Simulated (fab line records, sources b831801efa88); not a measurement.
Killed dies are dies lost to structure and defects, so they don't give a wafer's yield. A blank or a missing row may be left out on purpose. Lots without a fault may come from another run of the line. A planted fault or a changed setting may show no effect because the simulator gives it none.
Chamber matching | flow sky130 | SKY_VIA2_ETCH_15 on rie_diel-04: 4 sister chambers
The step etches SiO2 in C4F8/O2/Ar, stops on TiN, target depth 546 nm, time 84 s. 14 wafers are shown with their chamber, then 7 later ones without.

WAFERS WITH THEIR CHAMBER
wafer  | chamber | oes_product_au (a.u.)
L081.2 | 1       | 0.946
L081.3 | 3       | 0.945
L081.6 | 2       | 0.936
L083.1 | 0       | 0.938
L083.2 | 1       | 0.934
L083.4 | 2       | 0.936
L087.3 | 2       | 0.945
L087.5 | 3       | 0.942
L087.6 | 0       | 0.941
L090.1 | 3       | 0.942
L090.2 | 2       | 0.940
L090.4 | 1       | 0.940
L095.2 | 2       | 0.934
L095.4 | 1       | 0.935

SIGNATURES (means of the wafers above)
reading        | chamber 0 | chamber 1 | chamber 2 | chamber 3 | scatter within a chamber
oes_product_au | 0.93950   | 0.93875   | 0.93820   | 0.94300   | 0.00422
Rule: a wafer's distance from a chamber is the root of the sum, over the readings, of the square of ((its reading less the chamber's mean) divided by the reading's scatter). The wafer belongs to the nearest chamber; if the next one is less than 2 further off, it can't be placed. The scatter: the root of (the sum of the squares of (reading less its chamber's mean) over the shown wafers, divided by (wafers less chambers)).

WAFERS WITHOUT THEIR CHAMBER
wafer  | oes_product_au (a.u.)
L095.6 | 0.944
L096.1 | 0.941
L096.2 | 0.939
L096.3 | 0.933
L096.4 | 0.942
L096.5 | 0.943
L096.6 | 0.938

WHICH CHAMBER EACH WENT THROUGH
wafer  | from the rows above               | in truth
L095.6 | can't be placed: 3 or 0 or 1 or 2 | 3
L096.1 | can't be placed: 0 or 3 or 1 or 2 | 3
L096.2 | can't be placed: 1 or 0 or 2 or 3 | 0
L096.3 | can't be placed: 2 or 1 or 0 or 3 | 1
L096.4 | can't be placed: 3 or 0 or 1 or 2 | 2
L096.5 | can't be placed: 3 or 0 or 1 or 2 | 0
L096.6 | can't be placed: 2 or 1 or 0 or 3 | 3
Placed correctly: 0 of 7. Can't be placed from these rows: 7 (the true chamber is among the candidates in 7). Placed wrongly: 0.
